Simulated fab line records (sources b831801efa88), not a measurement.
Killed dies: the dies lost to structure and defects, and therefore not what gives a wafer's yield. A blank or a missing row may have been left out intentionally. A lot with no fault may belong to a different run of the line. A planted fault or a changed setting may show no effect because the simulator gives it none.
A struck lot beside a sound one	flow sky130	16 out of 708 route steps
Sound: these wafers, L720.4, L720.5, L720.6. Struck: wafers L737.3, L737.5. (L737.4 of the same lot was not struck and is left out.) The cause comes at the end.
At each step with rows: each side's tool, then ch and its chambers, then its first start. Under that, the readings that differ: sound wafers	struck wafers	difference of the means	sigmas: that difference in standard deviations of wafers without a fault.
alike: readings whose means differ by less than 2 such deviations, and words and numbers that are the same on both sides. not compared: withheld readings, readings that some wafer has no value for, bounds like >300 that may hide the same value, and numbers for which the record gives no deviation and whose values overlap.
The two part at a step that has a row with sigmas, a row that says differs or no value, or rows on one side only. Non-overlapping numbers with no deviation appear without sigmas and do not part them. A reading that every wafer of one side lacks parts them only if that side has two wafers or more.

first, 3 steps without rows for these wafers: SKY_METAL2_EXPOSE_12 (exposes mask MM2, target cd 140 nm); SKY_METAL2_PEB_13; SKY_METAL2_DEVELOP_14 (develop time 60 s).
SKY_METAL2_CD_MEAS_15: the cd target is 140 nm.
  sound: cd sem-01 at day 36 09:50; struck: cd sem-02 at day 42 02:13
  alike: cd nm
SKY_METAL2_OVL_MEAS_16:
  sound: overlay-01 at day 36 09:55; struck: overlay-01 at day 42 02:18
reading	sound	struck	difference	sigmas
METAL2_OVL (nm)	1 12 1	-11 -7	-14	-2
SKY_METAL2_DESCUM_17: chemistry O2, time 8 s.
  sound on rie metal-04 ch 0,1, day 36 09:56; struck on rie metal-04 ch 0,1, day 42 02:20
  alike: drypump motor current A, oes product au, temp c
  not compared: rf hours counter h
SKY_METAL2_ETCH_18: etches BARC in N2/H2, stops on SiO2, time 45.9 s, target depth 60 nm.
  sound on rie metal-04 ch 0,1, day 36 09:59; struck on rie metal-04 ch 0,1, day 42 02:22
  alike: drypump motor current A, oes product au, throttle valve pct
  not compared: rf hours counter h
SKY_METAL2_METAL_ETCH_19: etches the open film in Cl2/BCl3, stops on SiO2, target depth 360 nm, time 78 s.
  sound on rie metal-04 ch 0,1, day 36 10:03; struck on rie metal-04 ch 0,1, day 42 02:27
  alike: drypump motor current A, oes product au, throttle valve pct
  not compared: rf hours counter h
SKY_METAL2_STRIP_20: strips in O2/N2.
  sound on plasma asher-04 ch 0,1, day 36 10:08; struck on plasma asher-01 ch 0,1, day 42 02:32
  alike: drypump motor current A, oes product au, strip time to endpoint s
  not compared: rf hours counter h
then, 3 steps without rows for these wafers: SKY_METAL2_STRIP_21 (strips in post etch residue remover, time 1200 s); SKY_METAL2_CLEAN_22 (cleans in IPA, time 180 s); SKY_METAL2_CLEAN_23 (cleans in O3/DIW).
SKY_VIA2_HDPCVD_00: deposits SiO2, target thk 1180 nm, time 196.7 s.
  sound on hdpcvd-01 ch 0,1,2, day 36 10:48; struck on hdpcvd-01 ch 0,1, day 42 03:06
reading	sound	struck	difference	sigmas
model.SiO2_of_VIA2_HDPCVD_00.thk nm (nm)	1181 1183 1199	596.4 612.3	-583.3	
SKY_VIA2_THK_MEAS_01:
  sound: film metro-04 at day 36 10:53; struck: film metro-04 at day 42 03:15
reading	sound	struck	difference	sigmas
VIA2_HDPCVD_THK (nm)	1181 1184 1200	596 612	-584	-49
SKY_VIA2_CMP_02: polishes SiO2.
  sound on cmp-02 ch 1,2,3, day 36 11:01; struck on cmp-01 ch 1, day 42 03:17
  alike: head pressure psi, motor current A, slurry flow ml min
-- the record jumps here: 9 days lie between the struck wafers' starts before and after (it left off in module VIA2 and takes up again in module PAD_OPEN, whose first step shown is number 708 of the route) --
SKY_PAD_OPEN_PROBE_99:
  sound: prober-02 at day 46 22:50; struck: prober-01 at day 51 08:41
reading	sound	struck	difference	sigmas
killed at contacts	19 26 20	29 36	+11	+2
model.etest.tester.sort n pass	406 404 414	237 215	-182	
model.etest.tester.sort yield pct (%)	82.52 82.11 84.15	48.17 43.7	-36.99	
model.etest.tester.sort_bin_3_pct (%)	0.2033 1.016 0.2033	36.78 36.79	+36.31	
model.etest.met3 comb.leak log10 a um	-12.2 -12.11 -11.91	-6.924 -6.909	+5.157	
model.etest.tester.sort_bin_8_pct (%)	0 0 0	1.699e-05 8.585e-07	+8.924e-06	
  alike: defect limited yield, killed_at_M0_to_M3, killed_at_M4_up, killed at front end, killed at other, killed dies, killed open, killed short
  not compared: model.etest.tester.sort_bin_4_pct

== WHERE THEY PART ==
At SKY_METAL2_OVL_MEAS_16 first; at SKY_PAD_OPEN_PROBE_99 last (within this record only).

WHY: the cause the simulator had injected
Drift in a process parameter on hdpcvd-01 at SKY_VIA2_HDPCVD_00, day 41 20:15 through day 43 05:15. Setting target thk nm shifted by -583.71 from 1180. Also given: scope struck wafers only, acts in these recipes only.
